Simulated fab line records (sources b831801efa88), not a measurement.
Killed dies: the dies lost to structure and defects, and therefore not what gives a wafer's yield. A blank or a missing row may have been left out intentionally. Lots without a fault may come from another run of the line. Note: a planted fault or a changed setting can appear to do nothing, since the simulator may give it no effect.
Struck lot and sound lot, side by side || flow sky130 || 16 steps out of a route of 708
Sound: the wafers L876.1, L876.2, L876.5. Struck: wafers L883.1, L883.2, L883.3. At the end, the cause is stated.
At each step with rows: each side's tool, then ch and its chambers, then its first start. Under that, the readings that differ: sound wafers || struck wafers || difference of the means || sigmas: that difference in standard deviations of wafers without a fault.
alike: a reading whose means differ by less than 2 such deviations, as well as words and numbers matching on both sides. not compared: withheld readings; readings where some wafer has no value; bounds like >300 that might hide an equal value; numbers whose values overlap and for which the record gives no deviation.
The two part at a step that has a row with sigmas, a row that says differs or no value, or rows on one side only. Non-overlapping numbers with no deviation appear without sigmas and do not part them. A reading missing from all wafers of one side parts the sides only when that side holds two or more wafers.

first, 5 steps without rows for these wafers: SKY_POLY_GATE_COAT_08 (resist thk 450 nm); SKY_POLY_GATE_SOFTBAKE_09 (time 90 s); SKY_POLY_GATE_EXPOSE_10 (exposes mask P1M, target cd 150 nm); SKY_POLY_GATE_PEB_11; SKY_POLY_GATE_DEVELOP_12 (develop time 60 s).
SKY_POLY_GATE_CD_MEAS_13: the cd target is 150 nm.
  sound on cdSem-01, day 19 12:14; struck on cdSem-01, day 23 00:57
  alike: cdNm
SKY_POLY_GATE_OVL_MEAS_14:
  sound on overlay-02, day 19 12:21; struck on overlay-01, day 23 01:04
  alike: POLY_GATE_OVL
SKY_POLY_GATE_ETCH_15: etches BARC in N2/H2, stops on SiO2, time 118.5 s, target depth 110 nm.
  sound on rieDiel-01 ch 0,1,3, day 19 12:23; struck on rieDiel-03 ch 1,2,3, day 23 01:07
  alike: biasW, drypumpMotorCurrentA, oesProductAu, throttleValvePct
  not compared: rfHoursCounterH
SKY_POLY_GATE_ETCH_16: etches Si3N4 in CH3F/O2, stops on poly-Si, time 147.5 s, target depth 75 nm.
  sound on rieDiel-01 ch 0,1,3, day 19 12:28; struck on rieDiel-03 ch 1,2,3, day 23 01:11
  alike: biasW, drypumpMotorCurrentA, oesProductAu, throttleValvePct
  not compared: rfHoursCounterH
SKY_POLY_GATE_ETCH_17: etches poly-Si in HBr/Cl2, stops on SiO2, target depth 180 nm, time 70.5 s.
  sound on rieSi-01 ch 0,1,3, day 19 12:34; struck on rieSi-01 ch 0,1,2, day 23 01:17
  alike: biasW, drypumpMotorCurrentA, oesProductAu, throttleValvePct
  not compared: rfHoursCounterH
SKY_POLY_GATE_STRIP_18: strips in O2/N2.
  sound on plasmaAsher-01 ch 0,1, day 19 12:37; struck on plasmaAsher-01 ch 0,1, day 23 01:20
  alike: drypumpMotorCurrentA, oesProductAu, stripTimeToEndpointS
  not compared: rfHoursCounterH
then, 1 step without rows for these wafers: SKY_POLY_GATE_CLEAN_19 (cleans in SC1/SC2, time 150 s).
SKY_POLY_GATE_OXIDATION_20: stabilise 600 s, purge 300 s, target thk 4 nm.
  sound on furnace-02 ch 0, day 19 12:46; struck on furnace-02 ch 0, day 23 02:12
{"reading": "spikeTcBottomC (C)", "sound": "865.9 865.5 866.6", "struck": "880.7 881.8 881.7", "difference": "+15.4", "sigmas": "+8"}
{"reading": "spikeTcCentreC (C)", "sound": "849.8 847.5 849.5", "struck": "862.6 861.7 862.1", "difference": "+13.2", "sigmas": "+7"}
{"reading": "spikeTcLowerC (C)", "sound": "848.8 848.3 851.0", "struck": "862.1 864.3 863.9", "difference": "+14.1", "sigmas": "+13"}
{"reading": "spikeTcTopC (C)", "sound": "857.4 860.4 858.2", "struck": "873.6 874.3 873.7", "difference": "+15.2", "sigmas": "+8"}
{"reading": "spikeTcUpperC (C)", "sound": "852.7 851.7 853.2", "struck": "865.9 866.3 864.7", "difference": "+13.1", "sigmas": "+10"}
{"reading": "tubeCenterTempC (C)", "sound": "849.9 849.96 849.88", "struck": "864.04 863.98 864.16", "difference": "+14.15", "sigmas": "+99 or more"}
{"reading": "tube_center_temp_C_max", "sound": "852.4 852.6 852.1", "struck": "865.9 866.1 865.9", "difference": "+13.6", "sigmas": "+35"}
{"reading": "zonePowerTopPct (%)", "sound": "37.0 37.4 37.1", "struck": "38.2 38.6 38.1", "difference": "+1.1", "sigmas": "+3"}
{"reading": "model.SiO2_of_POLY_GATE_OXIDATION_20.thkNm (nm)", "sound": "3.956 3.946 3.958", "struck": "4.813 4.743 4.821", "difference": "+0.839", "sigmas": ""}
SKY_POLY_GATE_THK_MEAS_21:
  sound on filmMetro-03, day 19 14:01; struck on filmMetro-02, day 23 03:27
{"reading": "POLY_GATE_OXIDATION_THK (nm)", "sound": "3.95 3.99 3.95", "struck": "4.78 4.70 4.82", "difference": "+0.80", "sigmas": "+11"}
SKY_POLY_GATE_CD_MEAS_22:
  sound on cdSem-01, day 19 14:05; struck on cdSem-01, day 23 03:31
  alike: cdNm
-- here the record skips 27 days between the struck wafers' starts before and after, leaving off in module POLY_GATE and picking up in module PAD_OPEN (first step shown: number 708 of the route) --
SKY_PAD_OPEN_PROBE_99:
  sound on prober-01, day 47 21:30; struck on prober-01, day 50 02:59
{"reading": "killed_at_M0_to_M3", "sound": "60 47 47", "struck": "41 30 38", "difference": -15, "sigmas": -2}
{"reading": "model.etest.tipSonos.rsOhmSq", "sound": "2617 2619 2660", "struck": "2800 2799 2848", "difference": "+184", "sigmas": ""}
{"reading": "model.etest.tipN.rsOhmSq", "sound": "441.5 442.1 441.8", "struck": "459.1 449.8 451.9", "difference": "+11.8", "sigmas": ""}
{"reading": "model.etest.resPdiff.rsOhmSq", "sound": "192 192.5 194", "struck": "203.1 200.3 203", "difference": "+9.3", "sigmas": ""}
  alike: killed_at_M4_up, killedAtContacts, killedAtFrontEnd, killedAtOther, killedDies, killedOpen, killedShort
  not compared: model.etest.tipP.rsOhmSq

== WHERE THEY PART ==
At SKY_POLY_GATE_OXIDATION_20 first; at SKY_PAD_OPEN_PROBE_99 last (within this record only).

WHY: what had been put in by the simulator
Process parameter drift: furnace-02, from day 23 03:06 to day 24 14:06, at SKY_POLY_GATE_OXIDATION_20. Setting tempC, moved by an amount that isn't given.
